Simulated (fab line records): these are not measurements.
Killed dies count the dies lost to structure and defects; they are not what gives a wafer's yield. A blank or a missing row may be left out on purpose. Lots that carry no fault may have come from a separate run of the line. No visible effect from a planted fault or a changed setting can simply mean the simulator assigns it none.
Which of the tools did it? :: flow sky130 :: 24 lots with 72 wafers sampled at 6 steps, on a route of 708 steps

WHAT THE GAUGES SHOWED, per wafer
SKY_SONOS_ONO_THK_MEAS_03. Usual: SONOS_ONO_CVD_02_THK typically reads 10.49 nm, with standard deviation 0.12.
lot: L074
measured: day 12 07:02
on: film-metro-02
SONOS_ONO_CVD_02_THK (nm): 10.42 10.50 10.46
flag: 

lot: L075
measured: day 12 12:16
on: film-metro-04
SONOS_ONO_CVD_02_THK (nm): 10.50 10.28 10.60
flag: 

lot: L076
measured: day 12 12:16
on: film-metro-02
SONOS_ONO_CVD_02_THK (nm): 10.60 10.68 10.60
flag: 

lot: L077
measured: day 12 16:32
on: film-metro-04
SONOS_ONO_CVD_02_THK (nm): 10.58 10.52 10.74
flag: 

lot: L078
measured: day 12 22:35
on: film-metro-04
SONOS_ONO_CVD_02_THK (nm): 10.37 10.32 10.20
flag: 

lot: L079
measured: day 13 09:38
on: film-metro-02
SONOS_ONO_CVD_02_THK (nm): 10.68 10.52 10.64
flag: 

lot: L081
measured: day 13 23:30
on: film-metro-01
SONOS_ONO_CVD_02_THK (nm): 10.60 10.56 10.52
flag: 

lot: L080
measured: day 13 23:31
on: film-metro-02
SONOS_ONO_CVD_02_THK (nm): 10.46 10.56 10.52
flag: 

lot: L082
measured: day 14 01:17
on: film-metro-02
SONOS_ONO_CVD_02_THK (nm): 10.39 10.38 10.50
flag: 

lot: L083
measured: day 14 10:10
on: film-metro-04
SONOS_ONO_CVD_02_THK (nm): 10.41 10.32 10.32
flag: 

lot: L084
measured: day 14 19:50
on: film-metro-01
SONOS_ONO_CVD_02_THK (nm): 10.49 10.51 10.58
flag: 

lot: L085
measured: day 15 06:08
on: film-metro-02
SONOS_ONO_CVD_02_THK (nm): 10.62 10.74 10.61
flag: 

lot: L086
measured: day 15 10:11
on: film-metro-01
SONOS_ONO_CVD_02_THK (nm): 10.47 10.46 10.48
flag: 

lot: L087
measured: day 15 15:21
on: film-metro-04
SONOS_ONO_CVD_02_THK (nm): 10.42 10.59 10.47
flag: 

lot: L088
measured: day 15 22:25
on: film-metro-04
SONOS_ONO_CVD_02_THK (nm): 10.28 10.32 10.41
flag: 

lot: L089
measured: day 16 04:43
on: film-metro-04
SONOS_ONO_CVD_02_THK (nm): 10.35 10.27 10.39
flag: 

lot: L090
measured: day 16 15:49
on: film-metro-04
SONOS_ONO_CVD_02_THK (nm): 10.67 10.63 10.65
flag: 

lot: L091
measured: day 16 20:49
on: film-metro-02
SONOS_ONO_CVD_02_THK (nm): 10.43 10.38 10.47
flag: 

lot: L092
measured: day 17 12:49
on: film-metro-02
SONOS_ONO_CVD_02_THK (nm): 10.41 10.45 10.49
flag: 

lot: L093
measured: day 17 12:49
on: film-metro-04
SONOS_ONO_CVD_02_THK (nm): 10.58 10.32 10.29
flag: 

lot: L094
measured: day 18 04:52
on: film-metro-02
SONOS_ONO_CVD_02_THK (nm): 10.49 10.65 10.60
flag: 

lot: L095
measured: day 18 13:32
on: film-metro-02
SONOS_ONO_CVD_02_THK (nm): 10.46 10.56 10.51
flag: 

lot: L096
measured: day 18 18:22
on: film-metro-02
SONOS_ONO_CVD_02_THK (nm): 10.53 10.60 10.56
flag: 

lot: L097
measured: day 19 04:10
on: film-metro-02
SONOS_ONO_CVD_02_THK (nm): 10.50 10.58 10.38
flag: 

SKY_LOCAL_INTERCONNECT_THK_MEAS_02: measures by xrf. Usual: LOCAL_INTERCONNECT_TIN_THK typically reads 99.7 nm, with standard deviation 1.2.
lot: L074
measured: day 29 22:14
on: film-metro-04
LOCAL_INTERCONNECT_TIN_THK (nm): 97.9 97.2 97.5
flag: 

lot: L075
measured: day 30 08:40
on: film-metro-03
LOCAL_INTERCONNECT_TIN_THK (nm): 99.3 98.9 99.1
flag: 

lot: L076
measured: day 30 05:49
on: film-metro-03
LOCAL_INTERCONNECT_TIN_THK (nm): 99.9 100.7 101.0
flag: 

lot: L077
measured: day 30 12:32
on: film-metro-03
LOCAL_INTERCONNECT_TIN_THK (nm): 98.9 99.9 100.1
flag: 

lot: L078
measured: day 30 17:01
on: film-metro-02
LOCAL_INTERCONNECT_TIN_THK (nm): 99.2 100.7 99.4
flag: 

lot: L079
measured: day 30 22:31
on: film-metro-02
LOCAL_INTERCONNECT_TIN_THK (nm): 100.4 99.6 100.4
flag: 

lot: L081
measured: day 31 15:55
on: film-metro-04
LOCAL_INTERCONNECT_TIN_THK (nm): 100.5 98.8 99.9
flag: 

lot: L080
measured: day 31 19:24
on: film-metro-03
LOCAL_INTERCONNECT_TIN_THK (nm): 98.7 98.9 98.9
flag: 

lot: L082
measured: day 31 20:25
on: film-metro-04
LOCAL_INTERCONNECT_TIN_THK (nm): 97.1 98.4 98.8
flag: 

lot: L083
measured: day 32 07:33
on: film-metro-02
LOCAL_INTERCONNECT_TIN_THK (nm): 100.0 101.0 100.8
flag: 

lot: L084
measured: day 32 17:10
on: film-metro-02
LOCAL_INTERCONNECT_TIN_THK (nm): 100.9 99.9 99.3
flag: 

lot: L085
measured: day 33 01:44
on: film-metro-03
LOCAL_INTERCONNECT_TIN_THK (nm): 99.1 98.0 98.1
flag: 

lot: L086
measured: day 33 03:35
on: film-metro-02
LOCAL_INTERCONNECT_TIN_THK (nm): 99.9 98.3 99.5
flag: 

lot: L087
measured: day 33 11:48
on: film-metro-03
LOCAL_INTERCONNECT_TIN_THK (nm): 99.8 99.2 98.8
flag: 

lot: L088
measured: day 33 18:43
on: film-metro-02
LOCAL_INTERCONNECT_TIN_THK (nm): 100.9 100.1 99.2
flag: 

lot: L089
measured: day 33 23:25
on: film-metro-03
LOCAL_INTERCONNECT_TIN_THK (nm): 97.7 98.7 99.1
flag: 

lot: L090
measured: day 34 10:16
on: film-metro-02
LOCAL_INTERCONNECT_TIN_THK (nm): 98.6 100.8 99.6
flag: 

lot: L091
measured: day 34 12:46
on: film-metro-02
LOCAL_INTERCONNECT_TIN_THK (nm): 101.2 100.4 99.5
flag: 

lot: L092
measured: day 35 05:23
on: film-metro-02
LOCAL_INTERCONNECT_TIN_THK (nm): 99.8 98.9 99.7
flag: 

lot: L093
measured: day 35 06:43
on: film-metro-02
LOCAL_INTERCONNECT_TIN_THK (nm): 100.9 99.2 101.6
flag: 

lot: L094
measured: day 35 18:25
on: film-metro-02
LOCAL_INTERCONNECT_TIN_THK (nm): 100.2 102.5 101.3
flag: 

lot: L095
measured: day 36 00:20
on: film-metro-03
LOCAL_INTERCONNECT_TIN_THK (nm): 100.7 97.9 100.4
flag: 

lot: L096
measured: day 36 03:37
on: film-metro-03
LOCAL_INTERCONNECT_TIN_THK (nm): 97.9 98.2 98.2
flag: 

lot: L097
measured: day 36 09:42
on: film-metro-04
LOCAL_INTERCONNECT_TIN_THK (nm): 100.5 101.1 101.1
flag: 

SKY_METAL1_THK_MEAS_06: measures by xrf. Usual: METAL1_ALCU_THK typically reads 246 nm, with standard deviation 3.4.
lot: L074
measured: day 32 09:32
on: film-metro-02
METAL1_ALCU_THK (nm): 242 242 241
flag: 

lot: L075
measured: day 32 18:30
on: film-metro-03
METAL1_ALCU_THK (nm): 244 243 245
flag: 

lot: L076
measured: day 32 16:24
on: film-metro-03
METAL1_ALCU_THK (nm): 250 251 246
flag: 

lot: L077
measured: day 32 23:17
on: film-metro-02
METAL1_ALCU_THK (nm): 248 249 248
flag: 

lot: L078
measured: day 33 03:02
on: film-metro-01
METAL1_ALCU_THK (nm): 242 244 241
flag: 

lot: L079
measured: day 33 08:51
on: film-metro-03
METAL1_ALCU_THK (nm): 252 252 247
flag: 

lot: L081
measured: day 33 23:30
on: film-metro-01
METAL1_ALCU_THK (nm): 246 243 247
flag: 

lot: L080
measured: day 34 03:53
on: film-metro-03
METAL1_ALCU_THK (nm): 247 249 250
flag: 

lot: L082
measured: day 34 04:37
on: film-metro-03
METAL1_ALCU_THK (nm): 247 249 247
flag: 

lot: L083
measured: day 34 16:38
on: film-metro-02
METAL1_ALCU_THK (nm): 246 252 248
flag: 

lot: L084
measured: day 35 02:14
on: film-metro-02
METAL1_ALCU_THK (nm): 243 242 241
flag: 

lot: L085
measured: day 35 10:30
on: film-metro-01
METAL1_ALCU_THK (nm): 243 246 251
flag: 

lot: L086
measured: day 35 12:20
on: film-metro-03
METAL1_ALCU_THK (nm): 249 252 248
flag: 

lot: L087
measured: day 35 19:22
on: film-metro-01
METAL1_ALCU_THK (nm): 243 243 243
flag: 

lot: L088
measured: day 36 01:34
on: film-metro-03
METAL1_ALCU_THK (nm): 248 242 238
flag: 

lot: L089
measured: day 36 07:55
on: film-metro-03
METAL1_ALCU_THK (nm): 240 240 247
flag: 

lot: L090
measured: day 36 19:17
on: film-metro-01
METAL1_ALCU_THK (nm): 244 247 248
flag: 

lot: L091
measured: day 36 20:53
on: film-metro-01
METAL1_ALCU_THK (nm): 247 244 250
flag: 

lot: L092
measured: day 37 12:26
on: film-metro-03
METAL1_ALCU_THK (nm): 245 244 248
flag: 

lot: L093
measured: day 37 13:25
on: film-metro-03
METAL1_ALCU_THK (nm): 244 240 248
flag: 

lot: L094
measured: day 38 00:04
on: film-metro-02
METAL1_ALCU_THK (nm): 249 254 252
flag: 

lot: L095
measured: day 38 06:47
on: film-metro-02
METAL1_ALCU_THK (nm): 251 245 248
flag: 

lot: L096
measured: day 38 10:12
on: film-metro-01
METAL1_ALCU_THK (nm): 245 250 244
flag: 

lot: L097
measured: day 38 15:26
on: film-metro-02
METAL1_ALCU_THK (nm): 248 246 248
flag: 

SKY_METAL2_CD_MEAS_15: target cd 140 nm. Usual: cd-nm reads 139.7 nm (standard deviation 1.1).
lot: L074
measured: day 35 19:25
on: cd-sem-02
cd-nm (nm): 139.8 139.2 139.7
flag: 

lot: L075
measured: day 36 05:07
on: cd-sem-01
cd-nm (nm): 140.8 139.9 141.2
flag: 

lot: L076
measured: day 36 03:11
on: cd-sem-02
cd-nm (nm): 139.1 140.2 139.4
flag: 

lot: L077
measured: day 36 08:42
on: cd-sem-01
cd-nm (nm): 140.0 140.2 139.4
flag: 

lot: L078
measured: day 36 13:33
on: cd-sem-02
cd-nm (nm): 140.4 139.4 139.9
flag: 

lot: L079
measured: day 36 19:26
on: cd-sem-02
cd-nm (nm): 139.1 139.8 140.3
flag: 

lot: L081
measured: day 37 09:38
on: cd-sem-02
cd-nm (nm): 137.3 136.8 138.6
flag: 

lot: L080
measured: day 37 14:26
on: cd-sem-01
cd-nm (nm): 139.4 141.0 141.3
flag: 

lot: L082
measured: day 37 14:39
on: cd-sem-01
cd-nm (nm): 138.7 137.2 138.2
flag: 

lot: L083
measured: day 38 01:05
on: cd-sem-01
cd-nm (nm): 139.6 139.4 139.1
flag: 

lot: L084
measured: day 38 10:31
on: cd-sem-01
cd-nm (nm): 138.9 138.8 138.8
flag: 

lot: L085
measured: day 38 19:23
on: cd-sem-02
cd-nm (nm): 139.4 138.2 138.9
flag: 

lot: L086
measured: day 38 21:16
on: cd-sem-01
cd-nm (nm): 138.8 139.7 139.2
flag: 

lot: L087
measured: day 39 02:22
on: cd-sem-01
cd-nm (nm): 140.7 138.9 141.7
flag: 

lot: L088
measured: day 39 08:22
on: cd-sem-02
cd-nm (nm): 140.0 140.4 138.4
flag: 

lot: L089
measured: day 39 14:08
on: cd-sem-01
cd-nm (nm): 139.4 138.5 139.0
flag: 

lot: L090
measured: day 40 02:05
on: cd-sem-02
cd-nm (nm): 140.4 139.5 139.7
flag: 

lot: L091
measured: day 40 02:54
on: cd-sem-02
cd-nm (nm): 139.9 140.2 140.4
flag: 

lot: L092
measured: day 40 17:20
on: cd-sem-01
cd-nm (nm): 140.5 139.3 139.9
flag: 

lot: L093
measured: day 40 18:37
on: cd-sem-01
cd-nm (nm): 139.3 139.6 140.7
flag: 

lot: L094
measured: day 41 06:00
on: cd-sem-02
cd-nm (nm): 140.0 141.6 141.2
flag: 

lot: L095
measured: day 41 12:49
on: cd-sem-01
cd-nm (nm): 140.0 141.4 141.0
flag: 

lot: L096
measured: day 41 15:20
on: cd-sem-02
cd-nm (nm): 142.0 142.7 141.7
flag: 

lot: L097
measured: day 41 21:04
on: cd-sem-02
cd-nm (nm): 140.3 139.3 138.3
flag: 

SKY_VIA2_OVL_MEAS_13. Usual: VIA2_OVL typically reads -1 nm, with standard deviation 6.4.
lot: L074
measured: day 36 23:05
on: overlay-01
VIA2_OVL (nm): 1 1 1
flag: 

lot: L075
measured: day 37 08:39
on: overlay-01
VIA2_OVL (nm): -5 -2 -6
flag: 

lot: L076
measured: day 37 06:27
on: overlay-01
VIA2_OVL (nm): 11 11 6
flag: 

lot: L077
measured: day 37 12:05
on: overlay-01
VIA2_OVL (nm): 10 15 13
flag: 

lot: L078
measured: day 37 17:19
on: overlay-01
VIA2_OVL (nm): -2 -9 -4
flag: 

lot: L079
measured: day 37 22:23
on: overlay-02
VIA2_OVL (nm): -4 -10 -11
flag: 

lot: L081
measured: day 38 12:08
on: overlay-01
VIA2_OVL (nm): 7 -2 3
flag: 

lot: L080
measured: day 38 16:47
on: overlay-02
VIA2_OVL (nm): 0 2 -2
flag: 

lot: L082
measured: day 38 17:08
on: overlay-02
VIA2_OVL (nm): -1 -2 -6
flag: 

lot: L083
measured: day 39 04:24
on: overlay-02
VIA2_OVL (nm): -2 -2 -8
flag: 

lot: L084
measured: day 39 13:06
on: overlay-02
VIA2_OVL (nm): -1 0 2
flag: 

lot: L085
measured: day 39 21:57
on: overlay-02
VIA2_OVL (nm): -6 -8 -6
flag: 

lot: L086
measured: day 39 23:59
on: overlay-02
VIA2_OVL (nm): -18 -9 -11
flag: 

lot: L087
measured: day 40 04:59
on: overlay-01
VIA2_OVL (nm): 2 4 -3
flag: 

lot: L088
measured: day 40 10:32
on: overlay-02
VIA2_OVL (nm): -1 -5 5
flag: 

lot: L089
measured: day 40 17:14
on: overlay-02
VIA2_OVL (nm): -3 -6 3
flag: 

lot: L090
measured: day 41 04:11
on: overlay-01
VIA2_OVL (nm): 1 5 3
flag: 

lot: L091
measured: day 41 05:11
on: overlay-02
VIA2_OVL (nm): 0 5 3
flag: 

lot: L092
measured: day 41 18:32
on: overlay-01
VIA2_OVL (nm): -8 -9 -7
flag: 

lot: L093
measured: day 41 20:19
on: overlay-02
VIA2_OVL (nm): -3 -1 -3
flag: 

lot: L094
measured: day 42 07:14
on: overlay-02
VIA2_OVL (nm): -2 -5 -5
flag: 

lot: L095
measured: day 42 14:14
on: overlay-02
VIA2_OVL (nm): 1 -1 4
flag: 

lot: L096
measured: day 42 16:24
on: overlay-02
VIA2_OVL (nm): 3 -2 6
flag: 

lot: L097
measured: day 42 22:23
on: overlay-02
VIA2_OVL (nm): 7 9 6
flag: 

EACH LOT AND THE TOOL THAT RAN IT (in order: tool; ch and the chambers of the sampled wafers; start)
lot: L074
SKY_METAL1_SPUTTER_04: pvd-sputter-04, day 32 09:21

lot: L075
SKY_METAL1_SPUTTER_04: pvd-sputter-03, day 32 18:20

lot: L076
SKY_METAL1_SPUTTER_04: pvd-sputter-04, day 32 16:14

lot: L077
SKY_METAL1_SPUTTER_04: pvd-sputter-04, day 32 23:06

lot: L078
SKY_METAL1_SPUTTER_04: pvd-sputter-03, day 33 02:52

lot: L079
SKY_METAL1_SPUTTER_04: pvd-sputter-02, day 33 08:40

lot: L081
SKY_METAL1_SPUTTER_04: pvd-sputter-03, day 33 23:16

lot: L080
SKY_METAL1_SPUTTER_04: pvd-sputter-04, day 34 03:42

lot: L082
SKY_METAL1_SPUTTER_04: pvd-sputter-02, day 34 04:26

lot: L083
SKY_METAL1_SPUTTER_04: pvd-sputter-03, day 34 16:28

lot: L084
SKY_METAL1_SPUTTER_04: pvd-sputter-03, day 35 02:02

lot: L085
SKY_METAL1_SPUTTER_04: pvd-sputter-03, day 35 10:20

lot: L086
SKY_METAL1_SPUTTER_04: pvd-sputter-02, day 35 12:11

lot: L087
SKY_METAL1_SPUTTER_04: pvd-sputter-04, day 35 19:11

lot: L088
SKY_METAL1_SPUTTER_04: pvd-sputter-03, day 36 01:23

lot: L089
SKY_METAL1_SPUTTER_04: pvd-sputter-04, day 36 07:44

lot: L090
SKY_METAL1_SPUTTER_04: pvd-sputter-03, day 36 19:07

lot: L091
SKY_METAL1_SPUTTER_04: pvd-sputter-04, day 36 20:43

lot: L092
SKY_METAL1_SPUTTER_04: pvd-sputter-04, day 37 12:15

lot: L093
SKY_METAL1_SPUTTER_04: pvd-sputter-04, day 37 13:14

lot: L094
SKY_METAL1_SPUTTER_04: pvd-sputter-02, day 37 23:53

lot: L095
SKY_METAL1_SPUTTER_04: pvd-sputter-02, day 38 06:37

lot: L096
SKY_METAL1_SPUTTER_04: pvd-sputter-02, day 38 10:00

lot: L097
SKY_METAL1_SPUTTER_04: pvd-sputter-04, day 38 15:16
- SKY_METAL1_SPUTTER_04: material TiN, target thk 70 nm, time 58.3 s.

WHAT THE TOOLS THEMSELVES READ (means of the sampled wafers that have a number; where no wafer has one, the mark that the record gives instead)
SKY_METAL1_SPUTTER_04. Usual: throttle-valve-pct reads 30.2 % (standard deviation 1).
lot: L074
tool: pvd-sputter-04
throttle-valve-pct (%): 30.4
flag: 

lot: L075
tool: pvd-sputter-03
throttle-valve-pct (%): 29.7
flag: 

lot: L076
tool: pvd-sputter-04
throttle-valve-pct (%): 30.0
flag: 

lot: L077
tool: pvd-sputter-04
throttle-valve-pct (%): 29.5
flag: 

lot: L078
tool: pvd-sputter-03
throttle-valve-pct (%): 30.5
flag: 

lot: L079
tool: pvd-sputter-02
throttle-valve-pct (%): 30.1
flag: 

lot: L081
tool: pvd-sputter-03
throttle-valve-pct (%): 31.1
flag: 

lot: L080
tool: pvd-sputter-04
throttle-valve-pct (%): 29.9
flag: 

lot: L082
tool: pvd-sputter-02
throttle-valve-pct (%): 30.6
flag: 

lot: L083
tool: pvd-sputter-03
throttle-valve-pct (%): 30.0
flag: 

lot: L084
tool: pvd-sputter-03
throttle-valve-pct (%): 28.9
flag: 

lot: L085
tool: pvd-sputter-03
throttle-valve-pct (%): 30.0
flag: 

lot: L086
tool: pvd-sputter-02
throttle-valve-pct (%): 30.8
flag: 

lot: L087
tool: pvd-sputter-04
throttle-valve-pct (%): 30.3
flag: 

lot: L088
tool: pvd-sputter-03
throttle-valve-pct (%): 30.9
flag: 

lot: L089
tool: pvd-sputter-04
throttle-valve-pct (%): 29.8
flag: 

lot: L090
tool: pvd-sputter-03
throttle-valve-pct (%): 29.7
flag: 

lot: L091
tool: pvd-sputter-04
throttle-valve-pct (%): 29.9
flag: 

lot: L092
tool: pvd-sputter-04
throttle-valve-pct (%): 30.4
flag: 

lot: L093
tool: pvd-sputter-04
throttle-valve-pct (%): 30.0
flag: 

lot: L094
tool: pvd-sputter-02
throttle-valve-pct (%): 30.1
flag: 

lot: L095
tool: pvd-sputter-02
throttle-valve-pct (%): 30.1
flag: 

lot: L096
tool: pvd-sputter-02
throttle-valve-pct (%): 31.0
flag: 

lot: L097
tool: pvd-sputter-04
throttle-valve-pct (%): 30.2
flag: 

THE ANSWER, worked out from the rows above alone
Rule: lot off if the mean of its wafers having a number is beyond 3 standard deviations from the usual mean. Also off: a lot with no number at a reading for which 4 or more lots have one. The other lots that the step has rows for count as sound. First the gauges in route order, then the tools' own readings, where a lot's mean is used as printed above. The first step at which some lot is off is used, and at that step the reading that is off furthest; a lot without a number counts as furthest.
No lot is off at any reading shown: from this, nothing can be told.

WHAT HAD BEEN PUT IN BY THE SIMULATOR
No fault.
